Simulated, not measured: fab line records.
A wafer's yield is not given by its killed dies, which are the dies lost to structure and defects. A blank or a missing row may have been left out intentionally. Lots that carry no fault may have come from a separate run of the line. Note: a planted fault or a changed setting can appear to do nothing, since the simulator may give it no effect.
Which tool was responsible? / flow sfqLine / 15 lots, 45 wafers sampled, at 6 steps of a route of 325

WHAT EACH GAUGE READ, for each wafer
SFQ_M8_RS_MEAS_949: measures by four-point-probe. Usual: M8_AU_RS 0.1530 ohm/sq, standard deviation 0.0017.
lot=L608; measured=day 86 04:05; on=filmMetro-01; M8_AU_RS (ohm/sq)=0.1548 0.1545 0.1538; flag=
lot=L610; measured=day 86 07:44; on=filmMetro-04; M8_AU_RS (ohm/sq)=0.1506 0.1518 0.1514; flag=
lot=L612; measured=day 86 12:31; on=filmMetro-01; M8_AU_RS (ohm/sq)=0.1552 0.1521 0.1545; flag=
lot=L613; measured=day 86 17:25; on=filmMetro-03; M8_AU_RS (ohm/sq)=0.1540 0.1523 0.1509; flag=
lot=L614; measured=day 86 18:46; on=filmMetro-01; M8_AU_RS (ohm/sq)=0.1529 0.1527 0.1527; flag=
lot=L616; measured=day 87 02:11; on=filmMetro-03; M8_AU_RS (ohm/sq)=0.1534 0.1539 0.1524; flag=
lot=L617; measured=day 87 04:24; on=filmMetro-01; M8_AU_RS (ohm/sq)=0.1564 0.1528 0.1560; flag=
lot=L618; measured=day 87 13:59; on=filmMetro-01; M8_AU_RS (ohm/sq)=0.1539 0.1537 0.1549; flag=
lot=L619; measured=day 87 16:28; on=filmMetro-04; M8_AU_RS (ohm/sq)=0.1527 0.1526 0.1510; flag=
lot=L620; measured=day 87 19:00; on=filmMetro-03; M8_AU_RS (ohm/sq)=0.1517 0.1517 0.1537; flag=
lot=L621; measured=day 88 06:31; on=filmMetro-04; M8_AU_RS (ohm/sq)=0.1551 0.1532 0.1523; flag=
lot=L622; measured=day 91 10:57; on=filmMetro-03; M8_AU_RS (ohm/sq)=0.1557 0.1542 0.1562; flag=
lot=L623; measured=day 91 18:10; on=filmMetro-03; M8_AU_RS (ohm/sq)=0.1526 0.1547 0.1524; flag=
lot=L630; measured=day 94 23:12; on=filmMetro-04; M8_AU_RS (ohm/sq)=0.1501 0.1526 0.1537; flag=
lot=L631; measured=day 95 00:24; on=filmMetro-04; M8_AU_RS (ohm/sq)=0.1527 0.1543 0.1511; flag=

WHICH TOOL RAN EACH LOT (tool, then ch and the chambers of the sampled wafers, then the start)
lot=L608; SFQ_TRILAYER_I3_CMP_CMP_082=cmp-01 ch 0,1, day 35 10:28; SFQ_TRILAYER_I3_METRO_MEASURE_083=filmMetro-01, day 35 13:35; SFQ_TRILAYER_I3_VIA_ETCH_VIA_ETCH_088=rieDiel-04 ch 1,2,3, day 40 23:42; SFQ_TRILAYER_M6_DEP_SPUTTER_157=pvdSputter-05, day 68 11:36; SFQ_TRILAYER_M7_DEP_SPUTTER_175=pvdSputter-06, day 77 11:47
lot=L610; SFQ_TRILAYER_I3_CMP_CMP_082=cmp-02 ch 0,1, day 37 01:08; SFQ_TRILAYER_I3_METRO_MEASURE_083=filmMetro-02, day 37 04:39; SFQ_TRILAYER_I3_VIA_ETCH_VIA_ETCH_088=rieDiel-03 ch 0,2,3, day 42 17:16; SFQ_TRILAYER_M6_DEP_SPUTTER_157=pvdSputter-05, day 70 06:12; SFQ_TRILAYER_M7_DEP_SPUTTER_175=pvdSputter-06, day 77 14:16
lot=L612; SFQ_TRILAYER_I3_CMP_CMP_082=cmp-02 ch 0,2,3, day 37 16:05; SFQ_TRILAYER_I3_METRO_MEASURE_083=filmMetro-01, day 37 18:24; SFQ_TRILAYER_I3_VIA_ETCH_VIA_ETCH_088=rieDiel-01 ch 0,2, day 43 19:40; SFQ_TRILAYER_M6_DEP_SPUTTER_157=pvdSputter-05, day 70 14:43; SFQ_TRILAYER_M7_DEP_SPUTTER_175=pvdSputter-06, day 77 16:35
lot=L613; SFQ_TRILAYER_I3_CMP_CMP_082=cmp-01 ch 0,1,2, day 38 14:34; SFQ_TRILAYER_I3_METRO_MEASURE_083=filmMetro-03, day 38 17:41; SFQ_TRILAYER_I3_VIA_ETCH_VIA_ETCH_088=rieDiel-01 ch 0,1,2, day 44 17:24; SFQ_TRILAYER_M6_DEP_SPUTTER_157=pvdSputter-03, day 70 15:55; SFQ_TRILAYER_M7_DEP_SPUTTER_175=pvdSputter-05, day 77 17:37
lot=L614; SFQ_TRILAYER_I3_CMP_CMP_082=cmp-01 ch 0,1,2, day 39 02:34; SFQ_TRILAYER_I3_METRO_MEASURE_083=filmMetro-01, day 39 05:53; SFQ_TRILAYER_I3_VIA_ETCH_VIA_ETCH_088=rieDiel-04 ch 0,2,3, day 45 09:07; SFQ_TRILAYER_M6_DEP_SPUTTER_157=pvdSputter-06, day 70 17:07; SFQ_TRILAYER_M7_DEP_SPUTTER_175=pvdSputter-05, day 77 18:49
lot=L616; SFQ_TRILAYER_I3_CMP_CMP_082=cmp-02 ch 0,3, day 39 21:12; SFQ_TRILAYER_I3_METRO_MEASURE_083=filmMetro-03, day 40 00:19; SFQ_TRILAYER_I3_VIA_ETCH_VIA_ETCH_088=rieDiel-01 ch 0,3, day 46 05:45; SFQ_TRILAYER_M6_DEP_SPUTTER_157=pvdSputter-03, day 70 20:31; SFQ_TRILAYER_M7_DEP_SPUTTER_175=pvdSputter-05, day 77 21:13
lot=L617; SFQ_TRILAYER_I3_CMP_CMP_082=cmp-02 ch 1,2,3, day 40 01:42; SFQ_TRILAYER_I3_METRO_MEASURE_083=filmMetro-03, day 40 03:31; SFQ_TRILAYER_I3_VIA_ETCH_VIA_ETCH_088=rieDiel-04 ch 2,3, day 46 09:21; SFQ_TRILAYER_M6_DEP_SPUTTER_157=pvdSputter-06, day 72 07:19; SFQ_TRILAYER_M7_DEP_SPUTTER_175=pvdSputter-06, day 81 05:14
lot=L618; SFQ_TRILAYER_I3_CMP_CMP_082=cmp-02 ch 2,3, day 40 10:12; SFQ_TRILAYER_I3_METRO_MEASURE_083=filmMetro-02, day 40 12:49; SFQ_TRILAYER_I3_VIA_ETCH_VIA_ETCH_088=rieDiel-03 ch 1,2, day 46 17:45; SFQ_TRILAYER_M6_DEP_SPUTTER_157=pvdSputter-03, day 72 22:42; SFQ_TRILAYER_M7_DEP_SPUTTER_175=pvdSputter-04, day 82 12:35
lot=L619; SFQ_TRILAYER_I3_CMP_CMP_082=cmp-02 ch 1,2,3, day 41 04:12; SFQ_TRILAYER_I3_METRO_MEASURE_083=filmMetro-03, day 41 07:01; SFQ_TRILAYER_I3_VIA_ETCH_VIA_ETCH_088=rieDiel-03 ch 0,1,3, day 47 09:28; SFQ_TRILAYER_M6_DEP_SPUTTER_157=pvdSputter-06, day 73 02:10; SFQ_TRILAYER_M7_DEP_SPUTTER_175=pvdSputter-06, day 82 16:11
lot=L620; SFQ_TRILAYER_I3_CMP_CMP_082=cmp-02 ch 0,2,3, day 41 13:17; SFQ_TRILAYER_I3_METRO_MEASURE_083=filmMetro-02, day 41 15:06; SFQ_TRILAYER_I3_VIA_ETCH_VIA_ETCH_088=rieDiel-04 ch 0,3, day 47 13:04; SFQ_TRILAYER_M6_DEP_SPUTTER_157=pvdSputter-03, day 73 04:35; SFQ_TRILAYER_M7_DEP_SPUTTER_175=pvdSputter-05, day 82 18:35
lot=L621; SFQ_TRILAYER_I3_CMP_CMP_082=cmp-02 ch 0,3, day 41 17:47; SFQ_TRILAYER_I3_METRO_MEASURE_083=filmMetro-02, day 41 20:54; SFQ_TRILAYER_I3_VIA_ETCH_VIA_ETCH_088=rieDiel-04 ch 0,1,3, day 47 17:52; SFQ_TRILAYER_M6_DEP_SPUTTER_157=pvdSputter-05, day 73 06:58; SFQ_TRILAYER_M7_DEP_SPUTTER_175=pvdSputter-04, day 82 22:11
lot=L622; SFQ_TRILAYER_I3_CMP_CMP_082=cmp-02 ch 0,1,3, day 42 15:47; SFQ_TRILAYER_I3_METRO_MEASURE_083=filmMetro-02, day 42 17:54; SFQ_TRILAYER_I3_VIA_ETCH_VIA_ETCH_088=rieDiel-03 ch 2,3, day 48 13:12; SFQ_TRILAYER_M6_DEP_SPUTTER_157=pvdSputter-06, day 73 10:38; SFQ_TRILAYER_M7_DEP_SPUTTER_175=pvdSputter-06, day 83 01:47
lot=L623; SFQ_TRILAYER_I3_CMP_CMP_082=cmp-02 ch 0,1,3, day 42 18:17; SFQ_TRILAYER_I3_METRO_MEASURE_083=filmMetro-03, day 42 21:06; SFQ_TRILAYER_I3_VIA_ETCH_VIA_ETCH_088=rieDiel-04 ch 1,2,3, day 48 15:36; SFQ_TRILAYER_M6_DEP_SPUTTER_157=pvdSputter-03, day 74 06:22; SFQ_TRILAYER_M7_DEP_SPUTTER_175=pvdSputter-04, day 83 09:07
lot=L630; SFQ_TRILAYER_I3_CMP_CMP_082=cmp-01 ch 0,1,2, day 44 22:36; SFQ_TRILAYER_I3_METRO_MEASURE_083=filmMetro-03, day 45 01:13; SFQ_TRILAYER_I3_VIA_ETCH_VIA_ETCH_088=rieDiel-04 ch 1,2,3, day 50 22:48; SFQ_TRILAYER_M6_DEP_SPUTTER_157=pvdSputter-05, day 78 19:26; SFQ_TRILAYER_M7_DEP_SPUTTER_175=pvdSputter-05, day 87 22:26
lot=L631; SFQ_TRILAYER_I3_CMP_CMP_082=cmp-02 ch 0,1,2, day 44 23:47; SFQ_TRILAYER_I3_METRO_MEASURE_083=filmMetro-02, day 45 02:54; SFQ_TRILAYER_I3_VIA_ETCH_VIA_ETCH_088=rieDiel-03 ch 0,1,2, day 51 01:12; SFQ_TRILAYER_M6_DEP_SPUTTER_157=pvdSputter-06, day 78 21:50; SFQ_TRILAYER_M7_DEP_SPUTTER_175=pvdSputter-04, day 88 03:09
- SFQ_TRILAYER_I3_CMP_CMP_082: polishes SiO2.
- SFQ_TRILAYER_I3_METRO_MEASURE_083
- SFQ_TRILAYER_I3_VIA_ETCH_VIA_ETCH_088: etches SiO2 in CHF3, stops on Nb, target depth 260 nm.
- SFQ_TRILAYER_M6_DEP_SPUTTER_157: material Nb, target thk 200 nm, time 133.3 s.
- SFQ_TRILAYER_M7_DEP_SPUTTER_175: material Nb, target thk 200 nm, time 133.3 s.

WHAT THE TOOLS THEMSELVES READ (means of the sampled wafers that have a number; where no wafer has one, the mark that the record gives instead)
SFQ_TRILAYER_I3_CMP_CMP_082. Usual: motorCurrentA 10.2 A, standard deviation 0.78; timeToEndpointS 210 s, standard deviation 9.5.
lot=L608; tool=cmp-01; motorCurrentA (A)=11.0; timeToEndpointS (s)=226; flag=
lot=L610; tool=cmp-02; motorCurrentA (A)=9.8; timeToEndpointS (s)=208; flag=
lot=L612; tool=cmp-02; motorCurrentA (A)=10.4; timeToEndpointS (s)=204; flag=
lot=L613; tool=cmp-01; motorCurrentA (A)=10.5; timeToEndpointS (s)=211; flag=
lot=L614; tool=cmp-01; motorCurrentA (A)=10.9; timeToEndpointS (s)=217; flag=
lot=L616; tool=cmp-02; motorCurrentA (A)=10.8; timeToEndpointS (s)=201; flag=
lot=L617; tool=cmp-02; motorCurrentA (A)=9.9; timeToEndpointS (s)=212; flag=
lot=L618; tool=cmp-02; motorCurrentA (A)=9.8; timeToEndpointS (s)=207; flag=
lot=L619; tool=cmp-02; motorCurrentA (A)=9.7; timeToEndpointS (s)=212; flag=
lot=L620; tool=cmp-02; motorCurrentA (A)=9.9; timeToEndpointS (s)=233; flag=
lot=L621; tool=cmp-02; motorCurrentA (A)=11.1; timeToEndpointS (s)=230; flag=
lot=L622; tool=cmp-02; motorCurrentA (A)=10.4; timeToEndpointS (s)=238; flag=
lot=L623; tool=cmp-02; motorCurrentA (A)=10.2; timeToEndpointS (s)=202; flag=
lot=L630; tool=cmp-01; motorCurrentA (A)=10.3; timeToEndpointS (s)=203; flag=
lot=L631; tool=cmp-02; motorCurrentA (A)=10.0; timeToEndpointS (s)=200; flag=

SFQ_TRILAYER_I3_METRO_MEASURE_083. Usual: thkNm 198.9 nm, standard deviation 1.3.
lot=L608; tool=filmMetro-01; thkNm (nm)=200.7; flag=
lot=L610; tool=filmMetro-02; thkNm (nm)=199.8; flag=
lot=L612; tool=filmMetro-01; thkNm (nm)=198.8; flag=
lot=L613; tool=filmMetro-03; thkNm (nm)=200.1; flag=
lot=L614; tool=filmMetro-01; thkNm (nm)=199.6; flag=
lot=L616; tool=filmMetro-03; thkNm (nm)=196.4; flag=
lot=L617; tool=filmMetro-03; thkNm (nm)=199.1; flag=
lot=L618; tool=filmMetro-02; thkNm (nm)=198.6; flag=
lot=L619; tool=filmMetro-03; thkNm (nm)=199.1; flag=
lot=L620; tool=filmMetro-02; thkNm (nm)=232.8; flag=OFF
lot=L621; tool=filmMetro-02; thkNm (nm)=233.1; flag=OFF
lot=L622; tool=filmMetro-02; thkNm (nm)=232.8; flag=OFF
lot=L623; tool=filmMetro-03; thkNm (nm)=198.2; flag=
lot=L630; tool=filmMetro-03; thkNm (nm)=199.1; flag=
lot=L631; tool=filmMetro-02; thkNm (nm)=198.6; flag=

SFQ_TRILAYER_I3_VIA_ETCH_VIA_ETCH_088. Usual: chamberPressureMTorr 30.000 mTorr, standard deviation 0.027; drypumpMotorCurrentA 5.6 A, standard deviation 0.45; oesProductAu 0.852 a.u., standard deviation 0.0053.
lot=L608; tool=rieDiel-04; chamberPressureMTorr (mTorr)=29.982; drypumpMotorCurrentA (A)=5.8; oesProductAu (a.u.)=0.852; flag=
lot=L610; tool=rieDiel-03; chamberPressureMTorr (mTorr)=30.012; drypumpMotorCurrentA (A)=5.6; oesProductAu (a.u.)=0.860; flag=
lot=L612; tool=rieDiel-01; chamberPressureMTorr (mTorr)=30.008; drypumpMotorCurrentA (A)=5.2; oesProductAu (a.u.)=0.857; flag=
lot=L613; tool=rieDiel-01; chamberPressureMTorr (mTorr)=30.007; drypumpMotorCurrentA (A)=5.1; oesProductAu (a.u.)=0.854; flag=
lot=L614; tool=rieDiel-04; chamberPressureMTorr (mTorr)=30.027; drypumpMotorCurrentA (A)=5.6; oesProductAu (a.u.)=0.856; flag=
lot=L616; tool=rieDiel-01; chamberPressureMTorr (mTorr)=29.990; drypumpMotorCurrentA (A)=5.6; oesProductAu (a.u.)=0.842; flag=
lot=L617; tool=rieDiel-04; chamberPressureMTorr (mTorr)=30.011; drypumpMotorCurrentA (A)=6.0; oesProductAu (a.u.)=0.852; flag=
lot=L618; tool=rieDiel-03; chamberPressureMTorr (mTorr)=29.977; drypumpMotorCurrentA (A)=5.8; oesProductAu (a.u.)=0.851; flag=
lot=L619; tool=rieDiel-03; chamberPressureMTorr (mTorr)=29.993; drypumpMotorCurrentA (A)=5.7; oesProductAu (a.u.)=0.851; flag=
lot=L620; tool=rieDiel-04; chamberPressureMTorr (mTorr)=30.011; drypumpMotorCurrentA (A)=5.9; oesProductAu (a.u.)=0.905; flag=OFF
lot=L621; tool=rieDiel-04; chamberPressureMTorr (mTorr)=30.016; drypumpMotorCurrentA (A)=5.6; oesProductAu (a.u.)=0.901; flag=OFF
lot=L622; tool=rieDiel-03; chamberPressureMTorr (mTorr)=30.002; drypumpMotorCurrentA (A)=5.2; oesProductAu (a.u.)=0.908; flag=OFF
lot=L623; tool=rieDiel-04; chamberPressureMTorr (mTorr)=29.995; drypumpMotorCurrentA (A)=5.8; oesProductAu (a.u.)=0.849; flag=
lot=L630; tool=rieDiel-04; chamberPressureMTorr (mTorr)=30.009; drypumpMotorCurrentA (A)=5.8; oesProductAu (a.u.)=0.853; flag=
lot=L631; tool=rieDiel-03; chamberPressureMTorr (mTorr)=29.992; drypumpMotorCurrentA (A)=5.9; oesProductAu (a.u.)=0.853; flag=

SFQ_TRILAYER_M6_DEP_SPUTTER_157. Usual: substrateTempC 20.00 C, standard deviation 0.11; throttleValvePct 29.4 %, standard deviation 1.2.
lot=L608; tool=pvdSputter-05; substrateTempC (C)=19.93; throttleValvePct (%)=28.2; flag=
lot=L610; tool=pvdSputter-05; substrateTempC (C)=19.99; throttleValvePct (%)=27.8; flag=
lot=L612; tool=pvdSputter-05; substrateTempC (C)=20.03; throttleValvePct (%)=28.0; flag=
lot=L613; tool=pvdSputter-03; substrateTempC (C)=20.05; throttleValvePct (%)=30.6; flag=
lot=L614; tool=pvdSputter-06; substrateTempC (C)=20.18; throttleValvePct (%)=29.9; flag=
lot=L616; tool=pvdSputter-03; substrateTempC (C)=20.06; throttleValvePct (%)=29.7; flag=
lot=L617; tool=pvdSputter-06; substrateTempC (C)=19.89; throttleValvePct (%)=29.5; flag=
lot=L618; tool=pvdSputter-03; substrateTempC (C)=19.94; throttleValvePct (%)=29.6; flag=
lot=L619; tool=pvdSputter-06; substrateTempC (C)=19.96; throttleValvePct (%)=29.6; flag=
lot=L620; tool=pvdSputter-03; substrateTempC (C)=20.10; throttleValvePct (%)=31.0; flag=
lot=L621; tool=pvdSputter-05; substrateTempC (C)=19.94; throttleValvePct (%)=28.2; flag=
lot=L622; tool=pvdSputter-06; substrateTempC (C)=20.09; throttleValvePct (%)=30.1; flag=
lot=L623; tool=pvdSputter-03; substrateTempC (C)=19.89; throttleValvePct (%)=30.7; flag=
lot=L630; tool=pvdSputter-05; substrateTempC (C)=20.02; throttleValvePct (%)=27.8; flag=
lot=L631; tool=pvdSputter-06; substrateTempC (C)=19.92; throttleValvePct (%)=29.9; flag=

SFQ_TRILAYER_M7_DEP_SPUTTER_175. Usual: substrateTempC 20.00 C, standard deviation 0.11; throttleValvePct 29.3 %, standard deviation 0.91.
lot=L608; tool=pvdSputter-06; substrateTempC (C)=19.98; throttleValvePct (%)=29.7; flag=
lot=L610; tool=pvdSputter-06; substrateTempC (C)=19.96; throttleValvePct (%)=30.2; flag=
lot=L612; tool=pvdSputter-06; substrateTempC (C)=19.93; throttleValvePct (%)=29.9; flag=
lot=L613; tool=pvdSputter-05; substrateTempC (C)=19.97; throttleValvePct (%)=28.4; flag=
lot=L614; tool=pvdSputter-05; substrateTempC (C)=20.06; throttleValvePct (%)=27.9; flag=
lot=L616; tool=pvdSputter-05; substrateTempC (C)=20.01; throttleValvePct (%)=28.4; flag=
lot=L617; tool=pvdSputter-06; substrateTempC (C)=19.94; throttleValvePct (%)=29.9; flag=
lot=L618; tool=pvdSputter-04; substrateTempC (C)=19.94; throttleValvePct (%)=29.8; flag=
lot=L619; tool=pvdSputter-06; substrateTempC (C)=19.99; throttleValvePct (%)=29.9; flag=
lot=L620; tool=pvdSputter-05; substrateTempC (C)=19.95; throttleValvePct (%)=27.8; flag=
lot=L621; tool=pvdSputter-04; substrateTempC (C)=19.93; throttleValvePct (%)=29.9; flag=
lot=L622; tool=pvdSputter-06; substrateTempC (C)=20.03; throttleValvePct (%)=30.0; flag=
lot=L623; tool=pvdSputter-04; substrateTempC (C)=20.05; throttleValvePct (%)=29.8; flag=
lot=L630; tool=pvdSputter-05; substrateTempC (C)=20.04; throttleValvePct (%)=28.3; flag=
lot=L631; tool=pvdSputter-04; substrateTempC (C)=19.98; throttleValvePct (%)=29.6; flag=

THE ANSWER, worked out from the rows above alone
Rule: lot off if the mean of its wafers having a number is beyond 3 standard deviations from the usual mean. A lot without any number at a reading at which 4 lots or more have one is off too. Where the step has rows for the other lots, those lots are counted as sound. After the gauges, taken in route order, come the tools' own readings; for these a lot's mean is taken, as printed above. At the first step where some lot is off, the reading lying furthest off is the one used; lots without a number count as furthest.
Off: L620, L621, L622 (SFQ_TRILAYER_I3_METRO_MEASURE_083, thkNm).
A tool fits if, at that step or a process step before it, it ran every lot that is off, and no sound lot after the first of them. No candidate that was tried fits.

WHAT THE SIMULATOR HAD INSERTED
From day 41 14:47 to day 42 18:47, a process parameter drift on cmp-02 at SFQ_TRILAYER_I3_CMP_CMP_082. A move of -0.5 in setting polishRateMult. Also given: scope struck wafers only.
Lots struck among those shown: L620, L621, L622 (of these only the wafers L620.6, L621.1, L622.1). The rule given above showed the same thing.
